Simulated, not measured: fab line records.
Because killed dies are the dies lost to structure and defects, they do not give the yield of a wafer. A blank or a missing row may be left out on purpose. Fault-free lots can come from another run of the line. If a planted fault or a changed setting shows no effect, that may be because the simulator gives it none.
Which tool was responsible?	flow sfq-line	14 lots, 42 wafers sampled, at 6 steps of a route of 325

## WHAT THE GAUGES READ, wafer by wafer
SFQ_INCOMING_BOW_MEAS_900.
lot	measured	on	INCOMING_BOW (um)
L647	day 1 10:01	film-metro-04	3 -1 1
L648	day 1 15:00	film-metro-01	-4 8 4
L649	day 1 20:01	film-metro-01	8 -1 -15
L651	day 2 06:04	film-metro-01	-5 -11 0
L653	day 2 16:00	film-metro-04	11 6 -3
L654	day 2 21:00	film-metro-03	-7 7 -3
L656	day 3 07:01	film-metro-04	0 9 7
L658	day 3 17:02	film-metro-01	3 -2 23
L660	day 4 03:00	film-metro-04	5 1 -2
L662	day 4 13:01	film-metro-04	1 9 -5
L665	day 5 04:01	film-metro-04	0 1 -8
L666	day 5 09:04	film-metro-04	-10 -5 -4
L667	day 5 14:01	film-metro-03	3 16 -2
L670	day 6 05:00	film-metro-03	1 8 0

SFQ_M2_RS_MEAS_914: the measuring method here is four-point-probe.
lot	measured	on	M2_NB_RS (ohm/sq)
L647	day 28 02:37	film-metro-01	0.889 0.885 0.893
L648	day 28 06:13	film-metro-03	0.910 0.899 0.898
L649	day 28 20:01	film-metro-03	0.878 0.879 0.889
L651	day 29 10:37	film-metro-01	0.899 0.903 0.901
L653	day 31 03:32	film-metro-03	0.885 0.889 0.887
L654	day 31 09:31	film-metro-02	0.897 0.900 0.902
L656	day 32 04:08	film-metro-01	0.891 0.896 0.890
L658	day 32 13:45	film-metro-02	0.893 0.895 0.890
L660	day 32 18:31	film-metro-03	1.112 1.119 1.114
L662	day 32 22:08	film-metro-01	1.134 1.135 1.134
L665	day 33 04:08	film-metro-02	0.885 0.872 0.878
L666	day 33 05:53	film-metro-01	0.886 0.900 0.897
L667	day 33 08:14	film-metro-03	0.876 0.886 0.885
L670	day 33 14:13	film-metro-01	0.900 0.894 0.893

SFQ_I3_OVL_MEAS_923.
lot	measured	on	I3_OVL (nm)
L647	day 35 07:46	overlay-01	-9 -3 -3
L648	day 35 21:35	overlay-02	3 2 4
L649	day 41 01:25	overlay-01	9 -1 10
L651	day 47 11:04	overlay-02	-4 1 -1
L653	day 47 18:15	overlay-01	9 2 6
L654	day 47 23:03	overlay-01	-3 1 -2
L656	day 49 08:53	overlay-02	-6 -1 -1
L658	day 50 00:14	overlay-01	-5 -4 -7
L660	day 50 08:26	overlay-01	3 9 0
L662	day 55 19:59	overlay-01	0 4 0
L665	day 56 04:23	overlay-02	-6 -8 4
L666	day 56 05:35	overlay-02	-7 -7 -4
L667	day 56 06:47	overlay-02	-8 -3 -5
L670	day 56 12:54	overlay-02	4 3 -7

## WHICH TOOL RAN EACH LOT (tool, then ch and the chambers of the sampled wafers, then the start)
lot	SFQ_TRILAYER_M2_DEP_SPUTTER_055	SFQ_TRILAYER_M2_ETCH_METAL_ETCH_060	SFQ_TRILAYER_M3_STRIP_STRIP_079
L647	pvd-sputter-04, day 28 02:30	rie-metal-02 ch 0,1, day 28 05:07	rie-metal-01 ch 0,1, day 34 19:53
L648	pvd-sputter-05, day 28 06:07	rie-metal-03 ch 0,1, day 28 08:44	rie-metal-01 ch 0,1, day 35 10:17
L649	pvd-sputter-04, day 28 19:55	rie-metal-02 ch 0,1, day 34 10:10	rie-metal-01 ch 0,1, day 40 17:52
L651	pvd-sputter-03, day 29 10:27	rie-metal-04 ch 0,1, day 35 05:24	rie-metal-01 ch 0,1, day 41 12:04
L653	pvd-sputter-04, day 31 03:26	rie-metal-02 ch 0,1, day 37 00:41	rie-metal-03 ch 0,1, day 41 21:34
L654	pvd-sputter-03, day 31 09:25	rie-metal-04 ch 0,1, day 37 08:01	rie-metal-04 ch 0,1, day 41 22:46
L656	pvd-sputter-03, day 32 04:01	rie-metal-02 ch 0,1, day 37 23:44	rie-metal-04 ch 0,1, day 44 12:14
L658	pvd-sputter-03, day 32 13:37	rie-metal-03 ch 0,1, day 38 06:58	rie-metal-03 ch 1, day 49 16:01
L660	pvd-sputter-03, day 32 18:25	rie-metal-04 ch 0,1, day 38 14:08	rie-metal-01 ch 0,1, day 50 01:01
L662	pvd-sputter-03, day 32 22:01	rie-metal-03 ch 1, day 38 18:56	rie-metal-03 ch 0, day 50 07:01
L665	pvd-sputter-04, day 33 04:01	rie-metal-02 ch 0,1, day 39 05:44	rie-metal-01 ch 0,1, day 50 16:13
L666	pvd-sputter-05, day 33 05:46	rie-metal-04 ch 0,1, day 39 08:10	rie-metal-04 ch 0,1, day 50 17:45
L667	pvd-sputter-04, day 33 08:08	rie-metal-03 ch 0,1, day 39 09:20	rie-metal-01 ch 0,1, day 50 18:37
L670	pvd-sputter-04, day 33 14:08	rie-metal-02 ch 0,1, day 39 15:20	rie-metal-01 ch 0,1, day 50 23:25
- SFQ_TRILAYER_M2_DEP_SPUTTER_055: material Nb, target thk 200 nm, time 133.3 s.
- SFQ_TRILAYER_M2_ETCH_METAL_ETCH_060: etches Nb in Cl2/Ar, stops on SiO2, target depth 240 nm, time 120 s.
- SFQ_TRILAYER_M3_STRIP_STRIP_079: strips in O2.

## AS READ BY THE TOOLS THEMSELVES (means over the sampled wafers that have a number; for cases with no such wafer, the mark the record gives instead)
SFQ_TRILAYER_M2_DEP_SPUTTER_055.
lot	tool	base-pressure-pa (Pa)	cathode-dc-power-W (W)	throttle-valve-pct (%)
L647	pvd-sputter-04	1.40e-06	1999.8	30.7
L648	pvd-sputter-05	1.31e-06	2000.1	30.3
L649	pvd-sputter-04	1.32e-06	1999.9	29.7
L651	pvd-sputter-03	1.31e-06	2000.2	29.3
L653	pvd-sputter-04	1.29e-06	2000.2	30.3
L654	pvd-sputter-03	1.34e-06	1999.9	29.3
L656	pvd-sputter-03	1.26e-06	2000.0	29.3
L658	pvd-sputter-03	1.38e-06	2000.2	29.8
L660	pvd-sputter-03	1.46e-06	1588.2	29.4
L662	pvd-sputter-03	1.35e-06	1587.4	29.3
L665	pvd-sputter-04	1.28e-06	2000.3	29.7
L666	pvd-sputter-05	1.36e-06	2000.0	30.4
L667	pvd-sputter-04	1.31e-06	2000.0	30.2
L670	pvd-sputter-04	1.31e-06	2000.5	29.5

SFQ_TRILAYER_M2_ETCH_METAL_ETCH_060.
lot	tool	drypump-motor-current-A (A)	oes-product-au (a.u.)
L647	rie-metal-02	6.7	0.899
L648	rie-metal-03	5.7	0.883
L649	rie-metal-02	6.5	0.902
L651	rie-metal-04	5.9	0.890
L653	rie-metal-02	6.6	0.898
L654	rie-metal-04	6.1	0.886
L656	rie-metal-02	6.7	0.897
L658	rie-metal-03	6.0	0.890
L660	rie-metal-04	5.9	0.787
L662	rie-metal-03	6.3	0.783
L665	rie-metal-02	6.5	0.902
L666	rie-metal-04	5.9	0.890
L667	rie-metal-03	6.0	0.901
L670	rie-metal-02	6.5	0.894

SFQ_TRILAYER_M3_STRIP_STRIP_079.
lot	tool	drypump-motor-current-A (A)	oes-product-au (a.u.)
L647	rie-metal-01	5.88	0.999
L648	rie-metal-01	5.86	0.994
L649	rie-metal-01	5.87	0.994
L651	rie-metal-01	5.87	0.995
L653	rie-metal-03	5.99	0.996
L654	rie-metal-04	5.84	1.004
L656	rie-metal-04	5.88	1.003
L658	rie-metal-03	6.29	1.002
L660	rie-metal-01	5.81	1.000
L662	rie-metal-03	5.45	0.989
L665	rie-metal-01	5.81	1.005
L666	rie-metal-04	6.03	0.998
L667	rie-metal-01	5.79	1.002
L670	rie-metal-01	5.81	0.999

## THE ANSWER, worked out from the rows above alone
Rule: what is usual is taken from the lots themselves. The widest of any qualifying gaps counts: lots, ordered by their means at a reading, are off when they make up no more than a third of the lots, leave a main group of 4 or more, and stand apart from it by 3 or more times the standard deviation of that group's means. A main group is skipped when, at the precision printed for the reading in the tables above, its means are all equal. Also off: a lot with no number at a reading for which 4 or more lots have one. All remaining lots with rows at the step are treated as sound. Order of review: gauges by route order, followed by the tools' own readings, for which a lot's mean as printed above is used. The first step at which some lot is off is used, and at that step the reading that is off furthest; a lot without a number counts as furthest.
Off: at SFQ_M2_RS_MEAS_914 (M2_NB_RS), L660, L662. Main group: mean 0.891 ohm/sq, sd 0.0075.
A tool fits if, at a process step before that reading, it ran every lot that is off, and no sound lot after the first of them. Not tried: the gauges at SFQ_M2_RS_MEAS_914; whatever is off there is also off at SFQ_TRILAYER_M2_DEP_SPUTTER_055, on other tools, and gauge error can't account for it. One fits: pvd-sputter-03 at SFQ_TRILAYER_M2_DEP_SPUTTER_055. Its last sound lot is L658 (day 32 13:37), its first lot that is off L660 (day 32 18:25): a fault that began between those two fits.
The tool's own readings at SFQ_TRILAYER_M2_DEP_SPUTTER_055 bear it out: on the lots that are off they differ by more than 5 times the standard deviation of the sound lots' means. cathode-dc-power-W reads 1587.8 W there against 2000.1 W on the sound lots.

## WHAT THE SIMULATOR HAD INSERTED
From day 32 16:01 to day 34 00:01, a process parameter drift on pvd-sputter-03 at SFQ_TRILAYER_M2_DEP_SPUTTER_055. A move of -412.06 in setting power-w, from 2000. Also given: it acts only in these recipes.
Struck lots among those shown: L660, L662. This agrees with what the rule above found.
